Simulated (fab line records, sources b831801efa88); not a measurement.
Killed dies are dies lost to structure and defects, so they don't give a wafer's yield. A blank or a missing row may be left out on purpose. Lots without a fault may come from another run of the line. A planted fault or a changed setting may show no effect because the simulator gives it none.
One fault seen from 2 desks | flow sky130 | each desk has only its own numbers; what lay behind them comes last

THE TOOL OWNER'S DESK: rie_metal-03
The tool's own readings at SKY_METAL3_METAL_ETCH_18 (etches the open film in Cl2/BCl3, stops on SiO2, target depth 845 nm, time 183.1 s): means of the sampled wafers that have a number, for each lot that ran on this tool. A lot is out of limits, marked OUT, if its mean lies more than 4 standard deviations from the usual mean; the brackets give that distance.
Columns: A = bias_w at SKY_METAL3_METAL_ETCH_18, usual 48.49 W; B = drypump_motor_current_A at SKY_METAL3_METAL_ETCH_18, usual 5.82 A; C = oes_product_au at SKY_METAL3_METAL_ETCH_18, usual 0.866 a.u.; D = throttle_valve_pct at SKY_METAL3_METAL_ETCH_18, usual 22.264 %
lot  | first seen here | A                | B    | C     | D
L788 | day 40 01:48    | 48.57            | 5.81 | 0.872 | 22.260
L789 | day 40 11:44    | 47.32 (-8.3) OUT | 5.74 | 0.866 | 22.259
L792 | day 40 20:53    | 47.97            | 5.81 | 0.859 | 22.253
L803 | day 44 02:35    | 48.60            | 5.76 | 0.868 | 22.256
L805 | day 44 15:47    | 48.52            | 5.73 | 0.863 | 22.257
L807 | day 44 21:34    | 48.44            | 5.88 | 0.869 | 22.272
This desk's finding: out of limits on L789; first on L789, day 40 11:44 (bias_w at SKY_METAL3_METAL_ETCH_18). In limits: L788, L792, L803, L805, L807.

THE METROLOGY DESK
What the gauges read, lot by lot, whatever tool the lot ran on: means of the sampled wafers that have a number. A lot is out of limits, marked OUT, if its mean lies more than 4 standard deviations from the usual mean; the brackets give that distance.
Columns: A = CAPM_CVD_00_THK at SKY_CAPM_THK_MEAS_01, usual 15.5 nm; B = VIA3_BOW at SKY_VIA3_BOW_MEAS_03, usual 81 um
lot  | first seen here | A    | B
L784 | day 36 23:00    | 15.3 | 79
L788 | day 37 23:31    | 15.9 | 82
L787 | day 38 00:25    | 15.6 | 79
L789 | day 38 09:31    | 15.6 | 84
L792 | day 38 19:51    | 15.5 | 79
L800 | day 40 22:04    | 15.6 | 80
L801 | day 41 19:01    | 15.0 | 81
L802 | day 41 20:20    | 16.0 | 80
L803 | day 42 03:17    | 15.6 | 83
L805 | day 42 18:18    | 16.0 | 85
L806 | day 42 23:30    | 15.8 | 62
L807 | day 43 00:05    | 15.0 | 83
This desk's finding: nothing out of limits on any of the 12 lots.

PUT TOGETHER
The tool owner's desk could have raised an alarm at day 40 11:44, on L789.
The metrology desk saw nothing out of limits.
The metrology desk has L789 on record, within its limits.
Of the lots named, all ran SKY_METAL3_METAL_ETCH_18 on rie_metal-03.

WHAT THE SIMULATOR HAD PUT IN
Process parameter drift: rie_metal-03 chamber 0, from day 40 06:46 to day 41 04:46, at SKY_METAL3_METAL_ETCH_18. Setting bias_w, moved by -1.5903, from 48.5. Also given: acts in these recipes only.
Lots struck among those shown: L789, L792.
Hours from the fault's start to each desk's first reading out of limits: the tool owner's desk, 5.
